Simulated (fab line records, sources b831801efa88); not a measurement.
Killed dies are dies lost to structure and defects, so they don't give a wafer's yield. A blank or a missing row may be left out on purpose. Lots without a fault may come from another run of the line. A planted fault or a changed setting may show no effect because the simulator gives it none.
Which tool did it? | flow sky130 | 9 lots, 27 wafers sampled, at 5 steps of a route of 708

WHAT THE GAUGES READ, wafer by wafer
SKY_METAL2_RS_MEAS_05: measures by four-point-probe.
lot  | measured     | on            | METAL2_ALCU_RS (ohm/sq)
L852 | day 34 02:02 | film_metro-03 | 0.1275 0.1258 0.1271
L853 | day 34 07:19 | film_metro-04 | 0.1250 0.1274 0.1260
L857 | day 36 12:31 | film_metro-03 | 0.1260 0.1248 0.1259
L862 | day 37 14:58 | film_metro-03 | 0.2745 0.1271 0.1251 0.2744 0.1272 0.1252
L865 | day 38 16:56 | film_metro-04 | 0.1271 0.2746 0.1257 0.1273 0.2741 0.1253
L869 | day 39 19:40 | film_metro-03 | 0.1272 0.1279 0.1258
L872 | day 40 04:59 | film_metro-03 | 0.1275 0.1266 0.1280
L874 | day 40 20:20 | film_metro-04 | 0.1246 0.1239 0.1255
L875 | day 41 02:17 | film_metro-02 | 0.1266 0.1281 0.1278

WHICH TOOL RAN EACH LOT (tool, then ch and the chambers of the sampled wafers, then the start)
lot  | SKY_METAL1_METAL_ETCH_19          | SKY_VIA1_SPUTTER_20          | SKY_VIA1_CMP_24               | SKY_METAL2_SPUTTER_02
L852 | rie_metal-04 ch 0,1, day 32 20:25 | pvd_sputter-02, day 34 01:11 | cmp-02 ch 0,1, day 34 01:36   | pvd_sputter-03, day 34 01:57
L853 | rie_metal-04 ch 0,1, day 33 01:43 | pvd_sputter-01, day 34 06:24 | cmp-01 ch 1,3, day 34 06:52   | pvd_sputter-04, day 34 07:13
L857 | rie_metal-03 ch 0,1, day 35 06:19 | pvd_sputter-02, day 36 11:35 | cmp-02 ch 0,1,2, day 36 12:07 | pvd_sputter-04, day 36 12:25
L862 | rie_metal-03 ch 0,1, day 36 10:00 | pvd_sputter-01, day 37 13:41 | cmp-02 ch 0,1, day 37 14:29   | pvd_sputter-04, day 37 14:51
L865 | rie_metal-01 ch 0,1, day 37 11:45 | pvd_sputter-04, day 38 16:10 | cmp-02 ch 1,2,3, day 38 16:29 | pvd_sputter-04, day 38 16:50
L869 | rie_metal-03 ch 0,1, day 38 16:07 | pvd_sputter-02, day 39 18:53 | cmp-01 ch 0,1,3, day 39 19:13 | pvd_sputter-02, day 39 19:34
L872 | rie_metal-04 ch 0,1, day 38 23:43 | pvd_sputter-04, day 40 04:13 | cmp-01 ch 1,2,3, day 40 04:35 | pvd_sputter-02, day 40 04:53
L874 | rie_metal-01 ch 0,1, day 39 17:09 | pvd_sputter-04, day 40 19:21 | cmp-01 ch 0,1, day 40 19:54   | pvd_sputter-02, day 40 20:12
L875 | rie_metal-04 ch 0,1, day 39 22:32 | pvd_sputter-01, day 41 01:30 | cmp-01 ch 0,1, day 41 01:50   | pvd_sputter-02, day 41 02:11
- SKY_METAL1_METAL_ETCH_19: etches the open film in Cl2/BCl3, stops on SiO2, target depth 360 nm, time 78 s.
- SKY_VIA1_SPUTTER_20: material TiN, target thk 20 nm, time 80 s.
- SKY_VIA1_CMP_24: polishes, stops on SiO2, t overpolish 15 s, target thk 0 nm.
- SKY_METAL2_SPUTTER_02: material AlCu, target thk 250 nm, time 13.3 s.

THE ANSWER, worked out from the rows above alone
Rule: what is usual is taken from the lots themselves. Put in order of their means at a reading, lots are off if they are a third of the lots or fewer, leave a main group of 4 or more, and stand apart from it by a gap of 3 or more times the standard deviation of the main group's means; of several such gaps the widest counts. A main group whose means are all the same, to the digits that the tables above print for the reading, isn't used. A lot without any number at a reading at which 4 lots or more have one is off too. The other lots that the step has rows for count as sound.
Off: L862, L865, at SKY_METAL2_RS_MEAS_05 (METAL2_ALCU_RS). The main group: mean 0.1264 ohm/sq, standard deviation 0.00096.
A tool fits if, at a process step before that reading, it ran every lot that is off, and no sound lot after the first of them. The gauges at SKY_METAL2_RS_MEAS_05 are tried like those tools. Can't be told from this: 2 tools fit, cmp-02 at SKY_VIA1_CMP_24, pvd_sputter-04 at SKY_METAL2_SPUTTER_02.

WHAT THE SIMULATOR HAD PUT IN
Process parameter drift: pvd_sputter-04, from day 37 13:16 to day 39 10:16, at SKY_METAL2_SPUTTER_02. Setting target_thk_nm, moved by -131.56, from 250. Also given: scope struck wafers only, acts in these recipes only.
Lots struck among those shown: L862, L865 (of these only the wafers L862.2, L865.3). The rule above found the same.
